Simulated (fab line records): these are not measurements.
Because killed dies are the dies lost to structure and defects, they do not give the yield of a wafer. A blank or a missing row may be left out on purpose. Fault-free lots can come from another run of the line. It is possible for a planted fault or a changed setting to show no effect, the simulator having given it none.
Which tool is to blame?	flow sky130	24 lots, 72 wafers sampled, at 4 steps of a route of 708

WHAT THE GAUGES READ, wafer by wafer
SKY_FIELD_ISO_BOW_MEAS_00. Usual: INCOMING_BOW -1 um, standard deviation 6.1.
lot	measured	on	INCOMING_BOW (um)	flag
L074	day 1 10:00	filmMetro-04	-2 -3 3	
L075	day 1 15:01	filmMetro-01	-2 -5 -1	
L076	day 1 20:00	filmMetro-01	12 -2 -2	
L077	day 2 01:00	filmMetro-01	-9 -1 3	
L078	day 2 06:00	filmMetro-01	-1 6 3	
L079	day 2 11:00	filmMetro-04	-1 6 2	
L080	day 2 16:02	filmMetro-01	-14 12 15	
L081	day 2 21:02	filmMetro-02	8 -5 -6	
L082	day 3 02:00	filmMetro-01	-3 -8 2	
L083	day 3 07:00	filmMetro-02	-2 7 -4	
L084	day 3 12:01	filmMetro-01	-1 0 2	
L085	day 3 17:00	filmMetro-01	-7 3 2	
L086	day 3 22:01	filmMetro-01	-1 0 -11	
L087	day 4 03:00	filmMetro-02	-9 4 -2	
L088	day 4 08:01	filmMetro-04	-6 -12 -3	
L089	day 4 13:00	filmMetro-01	-2 10 2	
L090	day 4 18:01	filmMetro-01	-7 5 8	
L091	day 4 23:00	filmMetro-02	-9 3 0	
L092	day 5 04:00	filmMetro-04	-10 4 -3	
L093	day 5 09:02	filmMetro-01	11 -2 -10	
L094	day 5 14:00	filmMetro-01	6 -4 -1	
L095	day 5 19:01	filmMetro-01	-4 5 5	
L096	day 6 00:02	filmMetro-01	2 4 -4	
L097	day 6 05:00	filmMetro-02	-3 3 1	

SKY_FIELD_ISO_THK_MEAS_04. Usual: FIELD_ISO_CVD_03_THK 165.2 nm, standard deviation 1.5.
lot	measured	on	FIELD_ISO_CVD_03_THK (nm)	flag
L074	day 1 13:53	filmMetro-01	163.1 163.4 162.9	
L075	day 1 18:29	filmMetro-01	163.7 163.8 162.8	
L076	day 2 00:40	filmMetro-02	164.9 164.2 165.0	
L077	day 2 05:40	filmMetro-01	167.5 166.7 165.5	
L078	day 2 11:04	filmMetro-01	166.2 167.1 166.1	
L079	day 2 18:04	filmMetro-04	166.4 166.1 166.2	
L080	day 2 22:07	filmMetro-04	166.0 166.4 164.8	
L081	day 3 00:30	filmMetro-02	166.6 167.8 166.4	
L082	day 3 05:29	filmMetro-04	162.7 164.1 162.3	
L083	day 3 12:38	filmMetro-02	164.8 164.6 165.7	
L084	day 3 19:37	filmMetro-02	166.3 166.9 165.5	
L085	day 4 00:35	filmMetro-01	168.1 168.1 166.0	
L086	day 4 04:18	filmMetro-02	165.4 164.2 164.5	
L087	day 4 08:22	filmMetro-02	166.6 164.1 166.2	
L088	day 4 12:43	filmMetro-02	166.1 166.0 166.7	
L089	day 4 16:45	filmMetro-04	161.8 161.7 162.2	
L090	day 4 22:47	filmMetro-01	166.0 166.5 165.2	
L091	day 5 05:51	filmMetro-02	167.1 167.0 167.7	
L092	day 5 12:41	filmMetro-02	164.0 163.2 163.7	
L093	day 5 12:42	filmMetro-01	165.1 165.1 164.4	
L094	day 5 19:29	filmMetro-02	165.5 164.3 164.9	
L095	day 6 01:14	filmMetro-01	164.4 164.5 165.7	
L096	day 6 05:18	filmMetro-01	165.9 166.6 165.8	
L097	day 6 09:13	filmMetro-02	165.4 165.2 165.7	

SKY_FIELD_ISO_CD_MEAS_13 targets a cd of 150 nm. Usual: cdNm 149.5 nm, standard deviation 1.5.
lot	measured	on	cdNm (nm)	flag
L074	day 2 04:55	cdSem-01	150.4 151.3 151.1	
L075	day 2 10:02	cdSem-01	151.3 149.7 150.3	
L076	day 2 14:34	cdSem-01	147.3 146.0 147.4	
L077	day 2 20:40	cdSem-01	149.1 150.1 147.9	
L078	day 3 01:36	cdSem-01	148.9 150.3 149.1	
L079	day 3 09:36	cdSem-02	149.4 149.2 149.6	
L080	day 3 13:32	cdSem-01	147.5 147.5 147.9	
L081	day 3 16:44	cdSem-02	152.2 150.6 151.1	
L082	day 3 21:01	cdSem-01	149.6 151.0 149.8	
L083	day 4 04:34	cdSem-01	149.9 152.7 151.3	
L084	day 4 12:13	cdSem-01	146.7 148.6 146.3	
L085	day 4 17:28	cdSem-01	149.8 150.2 150.5	
L086	day 4 21:19	cdSem-02	150.7 151.1 150.0	
L087	day 5 01:06	cdSem-02	147.5 147.3 149.0	
L088	day 5 06:20	cdSem-01	148.2 148.5 148.5	
L089	day 5 10:09	cdSem-02	149.3 149.0 149.6	
L090	day 5 16:17	cdSem-01	151.2 151.7 150.6	
L091	day 5 23:15	cdSem-02	149.6 150.4 151.2	
L092	day 6 07:03	cdSem-02	148.9 149.6 149.4	
L093	day 6 06:45	cdSem-01	151.9 150.7 151.9	
L094	day 6 13:54	cdSem-02	149.6 147.5 149.1	
L095	day 6 20:14	cdSem-02	149.2 150.5 149.5	
L096	day 7 00:15	cdSem-01	148.0 147.2 147.8	
L097	day 7 03:55	cdSem-02	147.3 148.3 146.3	

SKY_FIELD_ISO_THK_MEAS_25. Usual: FIELD_ISO_CVD_24_THK 594 nm, standard deviation 8.9.
lot	measured	on	FIELD_ISO_CVD_24_THK (nm)	flag
L074	day 2 06:53	filmMetro-01	590 581 590	
L075	day 2 14:18	filmMetro-04	604 583 604	
L076	day 2 16:53	filmMetro-02	585 585 587	
L077	day 2 22:41	filmMetro-01	600 593 599	
L078	day 3 03:56	filmMetro-02	596 599 601	
L079	day 3 15:01	filmMetro-01	589 586 597	
L080	day 3 20:29	filmMetro-02	588 583 595	
L081	day 3 20:34	filmMetro-01	595 608 585	
L082	day 4 01:04	filmMetro-01	611 599 588	
L083	day 4 07:49	filmMetro-01	603 594 592	
L084	day 4 14:11	filmMetro-04	597 595 583	
L085	day 4 20:44	filmMetro-01	600 586 601	
L086	day 5 02:38	filmMetro-01	590 589 586	
L087	day 5 06:42	filmMetro-04	586 613 607	
L088	day 5 12:09	filmMetro-01	582 605 599	
L089	day 5 14:43	filmMetro-01	610 584 585	
L090	day 5 20:26	filmMetro-01	594 604 613	
L091	day 6 02:11	filmMetro-02	604 577 598	
L092	day 6 10:29	filmMetro-04	605 610 589	
L093	day 6 08:42	filmMetro-02	583 587 602	
L094	day 6 15:55	filmMetro-04	588 590 600	
L095	day 6 22:41	filmMetro-04	584 581 580	
L096	day 7 02:12	filmMetro-01	591 608 592	
L097	day 7 06:19	filmMetro-02	605 582 591	

WHICH TOOL RAN EACH LOT (tool, then ch and the chambers of the sampled wafers, then the start)
Record: no process step prior to these readings.

WHAT THE TOOLS THEMSELVES READ (means of the sampled wafers that have a number; where no wafer has one, the mark that the record gives instead)
The record holds no such reading with a usual standard deviation.

THE ANSWER, worked out from the rows above alone
Rule: lot off if the mean of its wafers having a number is beyond 3 standard deviations from the usual mean. A lot without any number at a reading at which 4 lots or more have one is off too. Any other lot the step has rows for is counted as sound. Order of review: gauges by route order, followed by the tools' own readings, for which a lot's mean as printed above is used. At the first step where some lot is off, the reading lying furthest off is the one used; lots without a number count as furthest.
None of the lots is off at any reading shown; this tells nothing.

WHAT THE SIMULATOR HAD INSERTED
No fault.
